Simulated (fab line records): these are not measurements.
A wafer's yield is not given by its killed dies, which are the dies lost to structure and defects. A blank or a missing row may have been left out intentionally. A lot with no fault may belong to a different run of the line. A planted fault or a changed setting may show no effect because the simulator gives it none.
Which tool was responsible?    flow sky130    72 wafers from 24 lots sampled at 5 of the route's 708 steps

WHAT EACH GAUGE READ, for each wafer
SKY_RES_PROTECT_TW_MEAS_08. Usual: POLY_GATE_TW 3993, standard deviation 51.
lot   measured      on             POLY_GATE_TW    flag
L074  day 14 15:10  film_metro-03  3997 4020 4005  
L075  day 14 20:17  film_metro-01  3926 3901 3920  
L076  day 15 09:19  film_metro-03  4041 4025 4038  
L077  day 15 13:24  film_metro-02  4035 4032 4048  
L078  day 15 23:22  film_metro-02  4013 4011 4038  
L079  day 16 14:04  film_metro-01  3943 3936 3945  
L080  day 17 06:23  film_metro-02  4057 4072 4062  
L081  day 17 07:18  film_metro-03  4027 4048 4010  
L082  day 17 21:01  film_metro-01  3948 3926 3956  
L083  day 17 22:07  film_metro-03  4020 4018 4021  
L084  day 18 10:47  film_metro-02  4028 4014 4040  
L086  day 19 02:03  film_metro-01  3937 3940 3951  
L085  day 19 02:13  film_metro-02  4005 4007 3997  
L087  day 19 14:07  film_metro-03  3990 4012 3993  
L088  day 20 06:11  film_metro-02  4042 4039 4025  
L089  day 20 09:34  film_metro-02  4003 4028 4034  
L090  day 20 13:22  film_metro-01  3936 3935 3935  
L091  day 20 22:44  film_metro-01  3927 3910 3953  
L092  day 21 09:28  film_metro-03  4032 4037 4040  
L093  day 23 14:43  film_metro-01  3887 3892 3913  
L094  day 23 16:37  film_metro-03  4031 4020 4046  
L097  day 23 18:31  film_metro-03  4042 4055 4047  
L096  day 23 23:14  film_metro-03  4041 4040 4037  
L095  day 24 00:26  film_metro-01  3947 3919 3910  

SKY_LDD_N_OVL_MEAS_07. Usual: LDD_N_OVL 0.3 nm, standard deviation 1.3.
lot   measured      on          LDD_N_OVL (nm)  flag
L074  day 17 03:32  overlay-01  0.7 -0.4 0.5    
L075  day 17 07:53  overlay-01  0.0 0.3 1.5     
L076  day 17 23:50  overlay-02  -0.2 -0.1 2.9   
L077  day 18 05:37  overlay-02  0.0 0.4 0.0     
L078  day 18 13:29  overlay-01  2.2 1.0 -0.5    
L079  day 19 08:31  overlay-01  2.6 2.3 1.3     
L080  day 19 21:52  overlay-01  0.3 -0.4 0.4    
L081  day 19 23:56  overlay-01  1.8 -0.9 0.5    
L082  day 20 15:08  overlay-01  1.1 0.2 0.8     
L083  day 20 15:26  overlay-02  2.3 0.6 -0.2    
L084  day 21 05:59  overlay-01  -1.8 -0.1 1.3   
L086  day 21 19:43  overlay-01  -1.2 -0.1 3.6   
L085  day 21 21:32  overlay-02  -1.0 -1.7 -1.2  
L087  day 22 06:41  overlay-01  0.1 -2.1 -1.4   
L088  day 22 21:56  overlay-02  0.8 1.2 1.9     
L089  day 23 01:40  overlay-01  -0.4 -0.7 -0.7  
L090  day 23 06:30  overlay-02  -1.7 -1.7 -1.5  
L091  day 23 16:08  overlay-01  1.0 1.3 1.1     
L092  day 24 00:47  overlay-02  -0.6 2.3 0.0    
L093  day 26 07:26  overlay-01  -0.5 0.2 -0.8   
L094  day 26 10:08  overlay-01  -2.5 -0.7 -0.6  
L097  day 26 09:50  overlay-02  0.3 -1.2 -1.2   
L096  day 26 14:40  overlay-01  0.4 0.8 -2.5    
L095  day 26 16:08  overlay-02  3.3 1.5 0.7     

SKY_SPACER_THK_MEAS_01. Usual: SPACER_CVD_00_THK 42.9 nm, standard deviation 0.35.
lot   measured      on             SPACER_CVD_00_THK (nm)  flag
L074  day 22 10:09  film_metro-01  43.8 43.4 43.5          
L075  day 22 12:58  film_metro-04  42.9 43.2 43.4          
L076  day 23 05:32  film_metro-03  42.9 43.1 43.4          
L077  day 23 11:53  film_metro-01  43.2 42.7 43.1          
L078  day 23 18:41  film_metro-04  42.3 42.5 42.4          
L079  day 24 14:41  film_metro-01  43.7 43.9 43.6          
L080  day 25 00:04  film_metro-01  42.7 42.6 42.6          
L081  day 25 03:41  film_metro-03  43.1 43.1 43.1          
L082  day 25 17:58  film_metro-03  42.6 42.6 42.2          
L083  day 25 19:32  film_metro-04  43.1 43.1 42.9          
L084  day 26 12:42  film_metro-03  43.0 42.8 43.1          
L086  day 26 21:11  film_metro-04  42.1 42.8 42.5          
L085  day 27 01:46  film_metro-01  43.0 42.8 42.8          
L087  day 27 08:52  film_metro-03  43.3 43.4 43.2          
L088  day 27 22:35  film_metro-03  42.9 42.8 43.0          
L089  day 28 01:50  film_metro-04  42.4 42.9 42.2          
L090  day 28 08:19  film_metro-04  43.2 42.9 43.2          
L091  day 28 15:56  film_metro-03  43.5 43.3 43.6          
L092  day 29 00:45  film_metro-03  43.1 42.9 43.0          
L093  day 31 05:15  film_metro-03  42.9 43.2 42.8          
L094  day 31 10:04  film_metro-04  42.7 42.8 42.4          
L097  day 31 06:26  film_metro-01  43.3 43.2 43.0          
L096  day 31 10:05  film_metro-03  42.9 43.2 42.9          
L095  day 31 13:13  film_metro-01  43.2 42.7 42.8          

SKY_POLY_CUT_OVL_MEAS_09. Usual: POLY_CUT_OVL -2 nm, standard deviation 5.2.
lot   measured      on          POLY_CUT_OVL (nm)  flag
L074  day 23 16:16  overlay-02  -4 1 3             
L075  day 23 17:53  overlay-02  1 6 3              
L076  day 24 11:15  overlay-01  -8 -7 1            
L077  day 24 17:33  overlay-01  2 0 -1             
L078  day 25 00:28  overlay-02  1 2 4              
L079  day 25 21:17  overlay-01  2 5 2              
L080  day 26 05:41  overlay-02  -13 -12 -7         
L081  day 26 09:38  overlay-01  4 -9 0             
L082  day 26 22:28  overlay-02  -1 -5 3            
L083  day 27 00:48  overlay-01  -4 0 5             
L084  day 27 16:58  overlay-02  1 -10 -6           
L086  day 28 01:53  overlay-02  -7 2 -2            
L085  day 28 06:30  overlay-01  0 1 -3             
L087  day 28 13:41  overlay-02  -1 2 5             
L088  day 29 03:27  overlay-01  1 -2 -3            
L089  day 29 06:57  overlay-02  -2 0 2             
L090  day 29 12:21  overlay-01  -8 -2 -7           
L091  day 29 21:03  overlay-01  1 -9 -10           
L092  day 30 05:25  overlay-02  -7 -4 -5           
L093  day 32 08:26  overlay-01  1 -3 1             
L094  day 32 13:00  overlay-01  -4 -5 5            
L097  day 32 09:51  overlay-01  3 -1 -5            
L096  day 32 13:10  overlay-01  2 -5 5             
L095  day 32 16:24  overlay-01  -7 -13 -10         

WHAT TOOL EACH LOT RAN ON (gives the tool, then ch and the chambers of the sampled wafers, and finally the start)
lot   SKY_POLY_GATE_ETCH_16
L074  rie_diel-02 ch 0,1,3, day 15 19:45
L075  rie_diel-03 ch 1,2,3, day 16 00:40
L076  rie_diel-02 ch 0,2,3, day 16 14:58
L077  rie_diel-01 ch 0,1,3, day 16 22:24
L078  rie_diel-01 ch 0,2,3, day 17 07:12
L079  rie_diel-02 ch 0,2,3, day 17 21:16
L080  rie_diel-01 ch 0,2,3, day 18 13:25
L081  rie_diel-02 ch 0,3, day 18 14:04
L082  rie_diel-03 ch 1,2,3, day 19 06:39
L083  rie_diel-02 ch 1,2, day 19 06:48
L084  rie_diel-01 ch 0,2,3, day 19 21:12
L086  rie_diel-03 ch 1,2, day 20 11:28
L085  rie_diel-02 ch 0,3, day 20 11:48
L087  rie_diel-01 ch 0,1, day 20 22:03
L088  rie_diel-01 ch 0,3, day 21 13:55
L089  rie_diel-02 ch 0,2,3, day 21 18:49
L090  rie_diel-01 ch 1,2,3, day 21 23:43
L091  rie_diel-03 ch 0,1,3, day 22 08:45
L092  rie_diel-01 ch 0,2, day 22 18:39
L093  rie_diel-03 ch 0,1,3, day 24 23:25
L094  rie_diel-02 ch 0,1, day 25 02:54
L097  rie_diel-01 ch 0,1,2, day 25 02:37
L096  rie_diel-03 ch 2,3, day 25 07:52
L095  rie_diel-02 ch 0,3, day 25 09:33
- SKY_POLY_GATE_ETCH_16: etches Si3N4 in CH3F/O2, stops on poly-Si, time 147.5 s, target depth 75 nm.

WHAT THE TOOLS THEMSELVES READ (means of the sampled wafers that have a number; where no wafer has one, the mark that the record gives instead)
SKY_POLY_GATE_ETCH_16. Usual: drypump_motor_current_A 5.6 A, standard deviation 0.4; oes_product_au 0.639 a.u., standard deviation 0.0053; throttle_valve_pct 10.535 %, standard deviation 0.009.
lot   tool         drypump_motor_current_A (A)  oes_product_au (a.u.)  throttle_valve_pct (%)  flag
L074  rie_diel-02  5.6                          0.640                  10.530                  
L075  rie_diel-03  5.4                          0.640                  10.537                  
L076  rie_diel-02  5.5                          0.643                  10.532                  
L077  rie_diel-01  5.5                          0.641                  10.537                  
L078  rie_diel-01  5.6                          0.640                  10.536                  
L079  rie_diel-02  5.5                          0.638                  10.539                  
L080  rie_diel-01  5.6                          0.638                  10.529                  
L081  rie_diel-02  5.6                          0.639                  10.537                  
L082  rie_diel-03  5.4                          0.638                  10.546                  
L083  rie_diel-02  5.4                          0.639                  10.534                  
L084  rie_diel-01  5.6                          0.637                  10.545                  
L086  rie_diel-03  5.5                          0.635                  10.536                  
L085  rie_diel-02  5.6                          0.635                  10.534                  
L087  rie_diel-01  5.3                          0.633                  10.529                  
L088  rie_diel-01  5.2                          0.640                  10.536                  
L089  rie_diel-02  5.5                          0.642                  10.541                  
L090  rie_diel-01  6.0                          0.634                  10.532                  
L091  rie_diel-03  5.6                          0.639                  10.528                  
L092  rie_diel-01  5.8                          0.638                  10.532                  
L093  rie_diel-03  5.6                          0.643                  10.540                  
L094  rie_diel-02  5.4                          0.640                  10.527                  
L097  rie_diel-01  5.7                          0.635                  10.526                  
L096  rie_diel-03  5.3                          0.642                  10.536                  
L095  rie_diel-02  5.7                          0.634                  10.529                  

THE ANSWER, worked out from the rows above alone
Rule: take the mean of a lot's wafers that have a number; if it is more than 3 standard deviations from the usual mean, the lot is off. Also off: a lot with no number at a reading for which 4 or more lots have one. Where the step has rows for the other lots, those lots are counted as sound. After the gauges, taken in route order, come the tools' own readings; for these a lot's mean is taken, as printed above. The first step at which some lot is off is used, and at that step the reading that is off furthest; a lot without a number counts as furthest.
Across all readings shown, no lot is off: no conclusion can be drawn from this.

WHAT WAS PUT IN BY THE SIMULATOR
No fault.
